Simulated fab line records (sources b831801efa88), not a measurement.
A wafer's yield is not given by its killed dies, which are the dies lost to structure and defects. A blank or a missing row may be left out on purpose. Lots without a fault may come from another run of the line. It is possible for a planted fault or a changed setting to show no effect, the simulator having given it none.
A struck lot beside a sound one | flow sky130 | 20 steps out of a route of 708
Sound: wafers L661.1, L661.2, L661.6. Struck: wafers L672.1, L672.4, L672.5. The cause is named last.
For every step that has rows: the tool of each side, followed by ch and its chambers, followed by its first start. Under that, the readings that differ: sound wafers | struck wafers | difference of the means | sigmas: that difference in standard deviations of wafers without a fault.
alike: readings whose means differ by less than 2 such deviations, and words and numbers that are the same on both sides. not compared: withheld readings, readings that some wafer has no value for, bounds like >300 that may hide the same value, and numbers for which the record gives no deviation and whose values overlap.
A row with sigmas, a row that says differs or no value, or rows on one side alone: a step with any of these is where the two part. Non-overlapping numbers with no deviation appear without sigmas and do not part them. A reading missing from all wafers of one side parts the sides only when that side holds two or more wafers.

SKY_METAL3_SPUTTER_01: material TiN, target thk 20 nm, time 16.7 s.
  struck on pvd sputter-04, day 40 00:56; sound on pvd sputter-03, day 37 03:33
  alike: throttle valve pct
then, 1 step without rows for these wafers: SKY_METAL3_SPUTTER_02 (material AlCu, target thk 735 nm, time 39.1 s).
SKY_METAL3_SPUTTER_03: material Ti, target thk 5 nm, time 3.3 s.
  struck on pvd sputter-04, day 40 01:00; sound on pvd sputter-03, day 37 03:37
  alike: throttle valve pct
SKY_METAL3_SPUTTER_04: material TiN, target thk 70 nm, time 58.3 s.
  struck on pvd sputter-04, day 40 01:01; sound on pvd sputter-03, day 37 03:38
  alike: throttle valve pct
SKY_CAPM_CVD_00: deposits SiO2, target thk 15.5 nm.
  sound on pecvd-03 ch 0,1, day 37 03:41; struck on pecvd-03 ch 0,1,2, day 40 01:04
  alike: heater power w
SKY_CAPM_THK_MEAS_01:
  struck on film metro-02, day 40 01:05; sound on film metro-04, day 37 03:43
  reading              | sound             | struck            | difference | sigmas
  CAPM_CVD_00_THK (nm) | 14.97 15.14 15.29 | 15.30 15.58 15.83 | +0.44      | +2
SKY_CAPM_SPUTTER_02: material TiN, target thk 200 nm, time 174.7 s.
  struck on pvd sputter-02, day 40 01:09; sound on pvd sputter-02, day 37 03:46
  alike: throttle valve pct
SKY_CAPM_RS_MEAS_03: measurement is done with a four-point probe.
  struck on film metro-03, day 40 01:16; sound on film metro-03, day 37 03:53
  alike: CAPM_TIN_RS
SKY_CAPM_THK_MEAS_04: measures by xrf.
  struck on film metro-03, day 40 01:23; sound on film metro-03, day 37 04:00
  alike: CAPM_TIN_THK
then, 3 steps without rows for these wafers: SKY_CAPM_DEHYDRATE_05 (time 60 s); SKY_CAPM_HMDS_06 (prime time 60 s); SKY_CAPM_COAT_07 (resist thk 1140 nm).
SKY_CAPM_SOFTBAKE_08: time 60 s.
  sound on litho track-03 ch 0, day 37 16:06; struck on litho track-03 ch 0, day 40 13:18
  reading                                   | sound             | struck            | difference | sigmas
  heater power total W (W)                  | 56.59 56.60 56.65 | 58.33 58.48 58.46 | +1.81      | +39
  plate temp C (C)                          | 90.06 90.12 90.10 | 91.84 91.83 91.88 | +1.76      | +14
  model.NOVOLAK_of_CAPM_COAT_07.thk nm (nm) | 1141 1136 1139    | 1130 1133 1132    | -7         |
  alike: exhaust pa
then, 3 steps without rows for these wafers: SKY_CAPM_EXPOSE_09 (exposes mask CAPM, target cd 1000 nm); SKY_CAPM_PEB_10; SKY_CAPM_DEVELOP_11 (develop time 60 s).
SKY_CAPM_OVL_MEAS_12:
  struck on overlay-01, day 41 01:36; sound on overlay-01, day 38 04:45
  reading       | sound       | struck        | difference | sigmas
  CAPM_OVL (nm) | 3.7 3.8 4.6 | 2.2 -2.1 -0.1 | -4.0       | -3
SKY_CAPM_METAL_ETCH_13: etches TiN in Cl2/BCl3, stops on SiO2, target depth 220 nm, time 62.9 s.
  sound on rie metal-02 ch 0,1, day 38 04:47; struck on rie metal-03 ch 0,1, day 41 01:38
  alike: drypump motor current A, oes product au, throttle valve pct
  not compared: rf hours counter h, model.NOVOLAK_of_CAPM_COAT_07.thk nm
then, 1 step without rows for these wafers: SKY_CAPM_STRIP_14 (strips in O2/N2).
-- the record jumps here: 8 days lie between the struck wafers' starts before and after (it left off in module CAPM and takes up again in module PAD_OPEN, whose first step shown is number 708 of the route) --
SKY_PAD_OPEN_PROBE_99:
  struck on prober-01, day 48 16:57; sound on prober-01, day 46 07:01
  alike: defect limited yield, killed_at_M0_to_M3, killed_at_M4_up, killed at contacts, killed at front end, killed at other, killed dies, killed open, killed short, sort_bin_3_pad_short, sort_bin_5_function, sort_bin_6_memory, sort n pass, sort yield pct

## WHERE THEY PART
Last at SKY_CAPM_OVL_MEAS_12 as far as this record goes, first at SKY_CAPM_THK_MEAS_01. Later steps at which nothing parts them and some readings are alike: SKY_CAPM_METAL_ETCH_13, SKY_PAD_OPEN_PROBE_99.

WHY: what had been put in by the simulator
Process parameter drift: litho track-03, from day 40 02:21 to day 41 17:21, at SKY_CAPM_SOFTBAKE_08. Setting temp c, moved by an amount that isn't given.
